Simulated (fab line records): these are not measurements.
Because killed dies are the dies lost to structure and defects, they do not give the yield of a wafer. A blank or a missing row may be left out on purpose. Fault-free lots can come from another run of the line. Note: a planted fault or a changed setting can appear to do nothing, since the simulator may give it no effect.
fab line records	flow sky130
record: lots: 13	wafers: 39	last_day: 50
route steps=708 shown METAL2@486 PAD_OPEN@708
lots that met no fault: taken from a fault-free run of the same line
start_h: the number of hours between the record's first day and the start of the first shown wafer of the lot	wait_h: hours from the lot's prior step to this one	" as in the row above	L1.1+2: a row that stands for several wafers	- no value present, or no start provided	* or withheld: withheld	< > ~ a bound
route shown NAME@n: a module of which the file shows steps, and the number in the route of the first	usual: mean and standard deviation over wafers with no fault	same: alike in all rows	chamber/n: place in a boat	sites: the reading at each site	_std_site: their standard deviation	_edge_site: inner sites' mean taken away from outer sites' mean	radius_mm: for every site, how far away it sits from the centre of the wafer	mask NAME#n: copy n	behind: the last tool/chamber to shape the wafer	hold: why the lot went on hold/how many hours it stayed there/how the hold came to an end	device: transistor that didn't switch, given as n, p or np	end of line: the same wafers' tests at the end of the route	a step without rows: its recipe alone	killed: dies that structure and defects cost at the first sort, which is not the same as the wafer's yield	map: per-die view of a wafer (x killed, . not killed, _ where there is no die)
set.NAME: the setting as run; set.NAME@STEP: as run at that earlier step	model.NAME: the simulator's own value behind a step, which no gauge read
one table for each step of the route and one row for each wafer, over a sample of lots
services: when a tool's chamber went out of use (start_h, in hours from the record's first day, below 0 if earlier), for how many hours, and the reason
== steps ==
step: SKY_METAL2_SPUTTER_03
recipe: material: Ti	target_thk_nm: 5	power_w: 3000	time_s: 3.3	chamber_pressure_pa: 0.4
usual: throttle_valve_pct: 29.6/0.98
lot.wafer	tool	chamber	start_h	wait_h	throttle_valve_pct
L817.2	pvd_sputter-02	-	810.37	0.0	30.2
L817.5	"	-	"	"	29.9
L817.6	"	-	"	"	28.7
L818.2	pvd_sputter-04	-	810.72	0.0	28.6
L818.4	"	-	"	"	29.6
L818.5	"	-	"	"	32.1
L820.3	pvd_sputter-04	-	824.27	0.0	29.7
L820.5	"	-	"	"	28.7
L820.6	"	-	"	"	30.7
L821.4	pvd_sputter-04	-	831.13	0.0	28.7
L821.5	"	-	"	"	32.0
L821.6	"	-	"	"	28.7
L822.1	pvd_sputter-02	-	837.54	0.0	29.5
L822.3	"	-	"	"	29.4
L822.4	"	-	"	"	28.6
L823.1	pvd_sputter-02	-	847.24	0.0	28.8
L823.2	"	-	"	"	29.2
L823.3	"	-	"	"	29.8
L826.2	pvd_sputter-02	-	870.58	0.0	29.6
L826.5	"	-	"	"	29.4
L826.6	"	-	"	"	28.6
L829.2	pvd_sputter-02	-	896.58	0.0	28.6
L829.4	"	-	"	"	29.7
L829.6	"	-	"	"	28.5
L831.1	pvd_sputter-03	-	903.47	0.0	29.7
L831.5	"	-	"	"	29.1
L831.6	"	-	"	"	30.8
L833.2	pvd_sputter-03	-	917.57	0.0	30.5
L833.4	"	-	"	"	28.1
L833.6	"	-	"	"	29.4
L835.3	pvd_sputter-02	-	940.72	0.0	28.5
L835.5	"	-	"	"	28.7
L835.6	"	-	"	"	29.7
L836.3	pvd_sputter-03	-	947.81	0.0	29.1
L836.4	"	-	"	"	30.7
L836.6	"	-	"	"	28.1
L839.3	pvd_sputter-03	-	978.47	0.0	29.1
L839.5	"	-	"	"	30.6
L839.6	"	-	"	"	29.1
step: SKY_METAL2_THK_MEAS_06
recipe: thk_meas_gauge: xrf	reads: AlCu_of_METAL2_SPUTTER_02
usual: METAL2_ALCU_THK: 250/3.7
lot.wafer	tool	chamber	start_h	wait_h	METAL2_ALCU_THK[nm]
L817.2	film_metro-02	-	810.57	0.1	252
L817.5	"	-	"	"	251
L817.6	"	-	"	"	251
L818.2	film_metro-01	-	810.94	0.1	245
L818.4	"	-	"	"	243
L818.5	"	-	"	"	250
L820.3	film_metro-01	-	824.48	0.1	254
L820.5	"	-	"	"	256
L820.6	"	-	"	"	256
L821.4	film_metro-03	-	831.34	0.1	248
L821.5	"	-	"	"	248
L821.6	"	-	"	"	249
L822.1	film_metro-02	-	837.73	0.1	257
L822.3	"	-	"	"	257
L822.4	"	-	"	"	257
L823.1	film_metro-01	-	847.43	0.1	247
L823.2	"	-	"	"	244
L823.3	"	-	"	"	243
L826.2	film_metro-02	-	870.78	0.1	253
L826.5	"	-	"	"	250
L826.6	"	-	"	"	254
L829.2	film_metro-02	-	896.77	0.1	252
L829.4	"	-	"	"	253
L829.6	"	-	"	"	251
L831.1	film_metro-01	-	903.66	0.1	246
L831.5	"	-	"	"	243
L831.6	"	-	"	"	245
L833.2	film_metro-01	-	917.76	0.1	248
L833.4	"	-	"	"	245
L833.6	"	-	"	"	250
L835.3	film_metro-01	-	940.92	0.1	250
L835.5	"	-	"	"	245
L835.6	"	-	"	"	250
L836.3	film_metro-03	-	948.01	0.1	241
L836.4	"	-	"	"	246
L836.6	"	-	"	"	247
L839.3	film_metro-02	-	978.68	0.1	250
L839.5	"	-	"	"	253
L839.6	"	-	"	"	252
step: SKY_METAL2_DEHYDRATE_07
recipe: temp_c: 200	time_s: 60
usual: heater_power_total_W: 160.36/0.12	run_length_s: 88.95/0.19
lot.wafer	tool	chamber	start_h	wait_h	heater_power_total_W	run_length_s
L817.2	litho_track-02	0	822.46	11.9	160.39	89.23
L817.5	"	0	"	"	160.38	89.11
L817.6	"	0	"	"	160.36	89.10
L818.2	litho_track-04	0	822.96	12.0	160.46	88.69
L818.4	"	0	"	"	160.53	88.82
L818.5	"	0	"	"	160.28	88.73
L820.3	litho_track-01	0	836.28	11.8	160.47	88.77
L820.5	"	0	"	"	160.35	88.83
L820.6	"	0	"	"	160.30	88.77
L821.4	litho_track-04	0	843.77	12.4	160.28	88.95
L821.5	"	0	"	"	160.41	88.63
L821.6	"	0	"	"	160.57	88.94
L822.1	litho_track-04	0	850.69	13.0	160.31	88.69
L822.3	"	0	"	"	160.28	88.71
L822.4	"	0	"	"	160.22	88.63
L823.1	litho_track-02	0	859.78	12.3	160.21	89.10
L823.2	"	0	"	"	160.40	89.18
L823.3	"	0	"	"	160.24	89.14
L826.2	litho_track-04	0	883.67	12.9	160.34	88.79
L826.5	"	0	"	"	160.21	88.65
L826.6	"	0	"	"	160.34	88.67
L829.2	litho_track-01	0	909.16	12.4	160.22	88.91
L829.4	"	0	"	"	160.53	88.81
L829.6	"	0	"	"	160.47	89.05
L831.1	litho_track-02	0	915.33	11.7	165.94	83.35
L831.5	"	0	"	"	165.93	83.35
L831.6	"	0	"	"	166.05	83.23
L833.2	litho_track-02	0	929.76	12.0	165.96	83.23
L833.4	"	0	"	"	165.88	83.24
L833.6	"	0	"	"	166.14	83.26
L835.3	litho_track-01	0	951.88	11.0	160.55	88.92
L835.5	"	0	"	"	160.38	88.94
L835.6	"	0	"	"	160.26	88.80
L836.3	litho_track-01	0	959.44	11.4	160.42	88.85
L836.4	"	0	"	"	160.64	88.97
L836.6	"	0	"	"	160.19	88.88
L839.3	litho_track-01	0	990.09	11.4	160.21	88.91
L839.5	"	0	"	"	160.43	88.82
L839.6	"	0	"	"	160.58	88.82
step: SKY_METAL2_CD_MEAS_15
recipe: target_cd_nm: 140
usual: cd_nm: 139.7/1.5
lot.wafer	tool	chamber	start_h	wait_h	cd_nm
L817.2	cd_sem-01	-	835.35	-	141.1
L817.5	"	-	"	"	138.4
L817.6	"	-	"	"	137.6
L818.2	cd_sem-02	-	836.10	-	139.6
L818.4	"	-	"	"	138.9
L818.5	"	-	"	"	140.1
L820.3	cd_sem-02	-	849.97	-	140.1
L820.5	"	-	"	"	138.8
L820.6	"	-	"	"	138.9
L821.4	cd_sem-01	-	857.55	-	140.1
L821.5	"	-	"	"	140.3
L821.6	"	-	"	"	140.2
L822.1	cd_sem-02	-	864.08	-	138.9
L822.3	"	-	"	"	138.9
L822.4	"	-	"	"	138.5
L823.1	cd_sem-01	-	873.38	-	139.7
L823.2	"	-	"	"	139.3
L823.3	"	-	"	"	141.6
L826.2	cd_sem-01	-	896.35	-	140.6
L826.5	"	-	"	"	141.1
L826.6	"	-	"	"	140.7
L829.2	cd_sem-02	-	921.05	-	139.0
L829.4	"	-	"	"	139.1
L829.6	"	-	"	"	137.4
L831.1	cd_sem-02	-	928.13	-	139.6
L831.5	"	-	"	"	138.8
L831.6	"	-	"	"	138.4
L833.2	cd_sem-01	-	942.55	-	139.7
L833.4	"	-	"	"	139.8
L833.6	"	-	"	"	140.7
L835.3	cd_sem-02	-	964.62	-	140.9
L835.5	"	-	"	"	139.2
L835.6	"	-	"	"	138.4
L836.3	cd_sem-02	-	971.68	-	141.1
L836.4	"	-	"	"	139.1
L836.6	"	-	"	"	141.3
L839.3	cd_sem-01	-	1002.47	-	140.0
L839.5	"	-	"	"	138.7
L839.6	"	-	"	"	140.2
step: SKY_PAD_OPEN_PROBE_99
usual: defect_limited_yield: 82.5/1.8	killed_at_M0_to_M3: 45/6.8	killed_at_M4_up: 3.1/2	killed_at_contacts: 23/5.2	killed_at_front_end: 14/3.7	killed_at_other: 0.3/0.61	killed_dies: 86/9	killed_open: 46/6.9	killed_short: 39/6.4	sort_bin_3_pad_short: 0.9/0.44	sort_bin_5_function: 10.5/1.4	sort_bin_6_memory: 6.1/1.1	sort_bin_8_speed: 0.01/0.052	sort_n_pass: 406/9	sort_yield_pct: 82.5/1.8
same: gross_dies: 492	killed_at_back_side: 0	sort_bin_4_leakage[%]: 0
lot.wafer	tool	chamber	start_h	wait_h	defect_limited_yield[%]	killed_at_M0_to_M3	killed_at_M4_up	killed_at_contacts	killed_at_front_end	killed_at_other	killed_dies	killed_open	killed_short	sort_bin_3_pad_short[%]	sort_bin_5_function[%]	sort_bin_6_memory[%]	sort_bin_8_speed[%]	sort_n_pass	sort_yield_pct[%]
L817.2	prober-02	-	1086.88	0.1	83.9	35	3	28	11	2	79	36	43	0.6	9.6	5.9	0.20	412	83.7
L817.5	prober-02	-	1087.03	0.2	81.9	55	3	20	10	1	89	45	44	1.2	9.8	7.1	0	403	81.9
L817.6	prober-02	-	1087.08	0.2	83.1	38	2	28	14	1	83	44	39	1.2	8.7	6.9	0	409	83.1
L818.2	prober-01	-	1088.01	0.1	83.7	38	0	26	16	0	80	48	32	0.6	9.8	5.9	0	412	83.7
L818.4	prober-01	-	1088.11	0.2	81.7	50	6	18	16	0	90	41	48	1.6	10.6	6.1	0	402	81.7
L818.5	prober-01	-	1088.16	0.2	82.9	40	4	16	24	0	84	49	34	0.8	8.3	7.9	0	408	82.9
L826.2	prober-01	-	1134.05	0.1	78.7	54	7	27	17	0	105	59	46	2.2	12.0	7.1	0	387	78.7
L826.5	prober-01	-	1134.20	0.2	83.3	42	3	23	14	0	82	39	43	1.0	10.0	5.7	0	410	83.3
L826.6	prober-01	-	1134.25	0.2	82.1	52	2	19	14	1	88	40	48	0.8	10.8	6.3	0	404	82.1
L829.2	prober-02	-	1151.41	0.1	79.7	57	0	28	15	0	100	49	49	1.2	11.6	7.5	0	392	79.7
L829.4	prober-02	-	1151.51	0.2	83.1	55	2	20	6	0	83	41	42	2.0	8.5	6.3	0	409	83.1
L829.6	prober-02	-	1151.61	0.2	84.8	39	3	21	11	1	75	41	32	0.6	9.6	5.1	0	417	84.8
L833.2	prober-02	-	1167.24	0.1	82.5	52	2	20	12	0	86	48	38	0.6	10.8	6.1	0	406	82.5
L833.4	prober-02	-	1167.34	0.2	83.5	39	3	22	17	0	81	47	34	0.8	11.0	4.7	0	411	83.5
L833.6	prober-02	-	1167.44	0.2	80.9	56	4	17	17	0	94	55	39	0.8	11.8	6.5	0	398	80.9
L835.3	prober-02	-	1183.05	0.2	83.1	43	2	20	18	0	83	43	38	1.8	8.7	6.3	0	409	83.1
L835.5	prober-02	-	1183.15	0.2	81.9	49	4	21	15	0	89	40	49	0.6	10.2	7.3	0	403	81.9
L835.6	prober-02	-	1183.20	0.2	82.5	38	3	31	14	0	86	43	43	1.8	9.3	6.3	0	406	82.5
killed by level:class
L817.2 CONTACT:geometric_particle:open=10 METAL1:geometric_particle:short=8 LI_CONTACT:geometric_particle:open=6 LI_CONTACT:geometric_particle:short=5 METAL2:geometric_particle:short=5 VIA3:geometric_particle:open=5 POLY_GATE:geometric_particle:short=4 VIA1:geometric_particle:open=4
L817.5 VIA1:geometric_particle:open=13 VIA1:geometric_particle:short=8 VIA3:geometric_particle:open=7 CONTACT:geometric_particle:open=7 METAL2:geometric_particle:short=7 LOCAL_INTERCONNECT:geometric_particle:short=6 LI_CONTACT:geometric_particle:open=5 METAL1:geometric_particle:short=5
L817.6 LI_CONTACT:geometric_particle:open=11 VIA1:geometric_particle:open=9 CONTACT:geometric_particle:open=8 METAL1:geometric_particle:short=5 VIA3:geometric_particle:open=5 CONTACT:geometric_particle:short=4 METAL2:geometric_particle:short=4 METAL3:geometric_particle:short=4
L818.2 VIA2:geometric_particle:open=10 LI_CONTACT:geometric_particle:open=7 VIA1:geometric_particle:open=7 LOCAL_INTERCONNECT:geometric_particle:short=6 VIA3:geometric_particle:open=6 CONTACT:geometric_particle:short=6 POLY_GATE:geometric_particle:open=5 CONTACT:geometric_particle:open=5
L818.4 VIA1:geometric_particle:open=19 CONTACT:geometric_particle:short=8 POLY_GATE:geometric_particle:open=6 METAL1:geometric_particle:short=6 VIA2:geometric_particle:short=5 POLY_GATE:geometric_particle:short=4 LI_CONTACT:geometric_particle:open=4 VIA2:geometric_particle:open=4
L818.5 VIA1:geometric_particle:open=13 POLY_GATE:geometric_particle:open=6 METAL2:geometric_particle:short=6 FIELD_ISO:geometric_particle:open=5 CONTACT:geometric_particle:short=5 CONTACT:geometric_particle:open=5 VIA3:geometric_particle:open=5 POLY_GATE:geometric_particle:short=4
L826.2 VIA1:geometric_particle:open=16 CONTACT:geometric_particle:open=9 VIA2:geometric_particle:open=9 LI_CONTACT:geometric_particle:open=7 POLY_GATE:geometric_particle:short=6 CONTACT:geometric_particle:short=6 VIA1:geometric_particle:short=6 METAL4:geometric_particle:short=5
L826.5 METAL2:geometric_particle:short=9 VIA1:geometric_particle:open=9 METAL1:geometric_particle:short=8 LI_CONTACT:geometric_particle:open=7 CONTACT:geometric_particle:open=6 FIELD_ISO:geometric_particle:open=5 LOCAL_INTERCONNECT:geometric_particle:short=4 CONTACT:geometric_particle:short=4
L826.6 METAL2:geometric_particle:short=14 VIA1:geometric_particle:open=10 LI_CONTACT:geometric_particle:open=7 METAL1:geometric_particle:short=7 CONTACT:geometric_particle:open=6 VIA2:geometric_particle:short=5 FIELD_ISO:geometric_particle:short=3 POLY_GATE:geometric_particle:short=3
L829.2 VIA1:geometric_particle:open=15 VIA1:geometric_particle:short=8 CONTACT:geometric_particle:open=7 POLY_GATE:geometric_particle:short=6 LI_CONTACT:geometric_particle:open=6 METAL2:geometric_particle:short=6 VIA2:geometric_particle:open=6 METAL1:geometric_particle:short=5
L829.4 VIA1:geometric_particle:open=10 VIA2:geometric_particle:open=9 VIA1:geometric_particle:short=7 CONTACT:geometric_particle:open=7 METAL1:geometric_particle:short=7 METAL3:geometric_particle:short=6 METAL2:geometric_particle:short=6 LI_CONTACT:geometric_particle:open=5
L829.6 CONTACT:geometric_particle:open=9 VIA1:geometric_particle:open=7 VIA3:geometric_particle:open=6 VIA2:geometric_particle:open=6 METAL2:geometric_particle:short=5 LOCAL_INTERCONNECT:geometric_particle:short=4 CONTACT:geometric_particle:short=4 VIA3:geometric_particle:short=4
L833.2 VIA2:geometric_particle:open=11 VIA1:geometric_particle:open=8 VIA3:geometric_particle:open=7 METAL2:geometric_particle:short=6 LOCAL_INTERCONNECT:geometric_particle:short=6 LI_CONTACT:geometric_particle:open=5 FIELD_ISO:geometric_particle:open=4 CONTACT:geometric_particle:open=4
L833.4 VIA1:geometric_particle:open=13 CONTACT:geometric_particle:open=13 FIELD_ISO:geometric_particle:short=7 VIA1:geometric_particle:short=5 VIA3:geometric_particle:open=5 METAL1:geometric_particle:short=4 VIA2:geometric_particle:open=4 FIELD_ISO:geometric_particle:open=3
L833.6 VIA2:geometric_particle:open=10 VIA3:geometric_particle:open=10 VIA1:geometric_particle:open=9 METAL3:geometric_particle:short=8 POLY_GATE:geometric_particle:open=5 LI_CONTACT:geometric_particle:open=5 METAL2:geometric_particle:short=5 CONTACT:geometric_particle:open=4
L835.3 VIA1:geometric_particle:open=10 VIA1:geometric_particle:short=9 LI_CONTACT:geometric_particle:open=8 CONTACT:geometric_particle:open=7 METAL2:geometric_particle:short=6 VIA2:geometric_particle:open=5 METAL1:geometric_particle:short=4 METAL3:geometric_particle:short=4
L835.5 VIA1:geometric_particle:open=10 LI_CONTACT:geometric_particle:open=7 METAL1:geometric_particle:short=7 METAL2:geometric_particle:short=7 CONTACT:geometric_particle:short=6 FIELD_ISO:geometric_particle:open=5 VIA3:geometric_particle:short=5 VIA2:geometric_particle:open=5
L835.6 VIA1:geometric_particle:open=13 CONTACT:geometric_particle:open=10 CONTACT:geometric_particle:short=9 LI_CONTACT:geometric_particle:open=7 METAL1:geometric_particle:short=4 VIA2:geometric_particle:short=4 VIA3:geometric_particle:short=4 FIELD_ISO:geometric_particle:open=3
== services ==
tool	chamber	start_h	hours	kind
litho_track-04	-	888.00	-	consumable_replace:filter
litho_track-02	-	889.09	-	consumable_replace:filter
pvd_sputter-04	-	978.96	110.0	repair
== key ==
first_sign: step: SKY_METAL2_DEHYDRATE_07	reading: heater_power_total_W	direction: up	sigmas: 47	usual: *	struck: *
effect: step: SKY_METAL2_DEHYDRATE_07	reading: run_length_s	direction: down	sigmas: 30	usual: *	struck: *
met_at SKY_METAL2_DEHYDRATE_07
struck_lots L831,L833
not_acting_at SKY_METAL2_SPUTTER_03,SKY_METAL2_THK_MEAS_06,SKY_METAL2_CD_MEAS_15
onset_between 859.78 915.33
fault: kind: process_parameter_drift	tool: litho_track-02	chamber: -	onset_h: 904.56	steps: SKY_METAL2_DEHYDRATE_07	channel: time_s	offset: *	shape: step	end_h: 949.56	acts_in: *	stated: *
